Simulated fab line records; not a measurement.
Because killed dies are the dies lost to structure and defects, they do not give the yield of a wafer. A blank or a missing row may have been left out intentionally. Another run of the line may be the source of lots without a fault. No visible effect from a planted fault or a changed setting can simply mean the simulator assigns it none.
Which of the tools did it? / flow gf180mcu / 6 lots with 18 wafers sampled at 3 steps, on a route of 602 steps

## WHAT THE GAUGES SHOWED, per wafer
GF_VT_IMPLANT_OVL_MEAS_40.
lot=L625; measured=day 8 11:07; on=overlay-01; VT_IMPLANT_03_OVL (nm)=1.3 -0.6 0.6
lot=L631; measured=day 10 04:05; on=overlay-01; VT_IMPLANT_03_OVL (nm)=- - -
lot=L638; measured=day 12 06:55; on=overlay-02; VT_IMPLANT_03_OVL (nm)=0.3 1.1 1.6
lot=L640; measured=day 12 23:58; on=overlay-02; VT_IMPLANT_03_OVL (nm)=-0.3 -0.5 -0.1
lot=L642; measured=day 13 12:28; on=overlay-02; VT_IMPLANT_03_OVL (nm)=0.7 -1.1 -0.5
lot=L644; measured=day 14 00:39; on=overlay-01; VT_IMPLANT_03_OVL (nm)=0.5 1.1 1.8

## TOOL THAT RAN EACH LOT (tool first, then ch and the chambers of the sampled wafers, then the start)
lot=L625; GF_VT_IMPLANT_STRIP_09=plasmaAsher-01 ch 0, day 6 10:11; GF_VT_IMPLANT_EXPOSE_37=ilineStepper-01 ch 0, day 8 02:59
lot=L631; GF_VT_IMPLANT_STRIP_09=plasmaAsher-04 ch 0,1, day 7 20:32; GF_VT_IMPLANT_EXPOSE_37=ilineStepper-01 ch 0, day 9 18:32
lot=L638; GF_VT_IMPLANT_STRIP_09=plasmaAsher-01 ch 0,1, day 9 20:37; GF_VT_IMPLANT_EXPOSE_37=ilineStepper-02 ch 0, day 11 21:08
lot=L640; GF_VT_IMPLANT_STRIP_09=plasmaAsher-01 ch 0,1, day 10 13:11; GF_VT_IMPLANT_EXPOSE_37=ilineStepper-02 ch 0, day 12 14:14
lot=L642; GF_VT_IMPLANT_STRIP_09=plasmaAsher-02 ch 0,1, day 11 01:17; GF_VT_IMPLANT_EXPOSE_37=ilineStepper-02 ch 0, day 13 02:48
lot=L644; GF_VT_IMPLANT_STRIP_09=plasmaAsher-02 ch 0,1, day 11 12:53; GF_VT_IMPLANT_EXPOSE_37=ilineStepper-02 ch 0, day 13 14:23
- GF_VT_IMPLANT_STRIP_09: strips in O2/N2.
- GF_VT_IMPLANT_EXPOSE_37: exposes mask Nwell HV AREA, target cd 860 nm.

## THE ANSWER, worked out from the rows above alone
Rule: the lots themselves supply what counts as usual. The widest of any qualifying gaps counts: lots, ordered by their means at a reading, are off when they make up no more than a third of the lots, leave a main group of 4 or more, and stand apart from it by 3 or more times the standard deviation of that group's means. A main group is skipped when, at the precision printed for the reading in the tables above, its means are all equal. Also off: a lot with no number at a reading for which 4 or more lots have one. All remaining lots with rows at the step are treated as sound.
Off: L631, at GF_VT_IMPLANT_OVL_MEAS_40 (VT_IMPLANT_03_OVL). Without a number there: L631. The main group: mean 0.4 nm, standard deviation 0.61.
A tool fits if, at a process step before that reading, it ran every lot that is off, and no sound lot after the first of them. The gauges at GF_VT_IMPLANT_OVL_MEAS_40 are tried like those tools. 2 tools fit, plasmaAsher-04 at GF_VT_IMPLANT_STRIP_09 and ilineStepper-01 at GF_VT_IMPLANT_EXPOSE_37, so this cannot tell which one it is.

## WHAT THE SIMULATOR HAD INSERTED
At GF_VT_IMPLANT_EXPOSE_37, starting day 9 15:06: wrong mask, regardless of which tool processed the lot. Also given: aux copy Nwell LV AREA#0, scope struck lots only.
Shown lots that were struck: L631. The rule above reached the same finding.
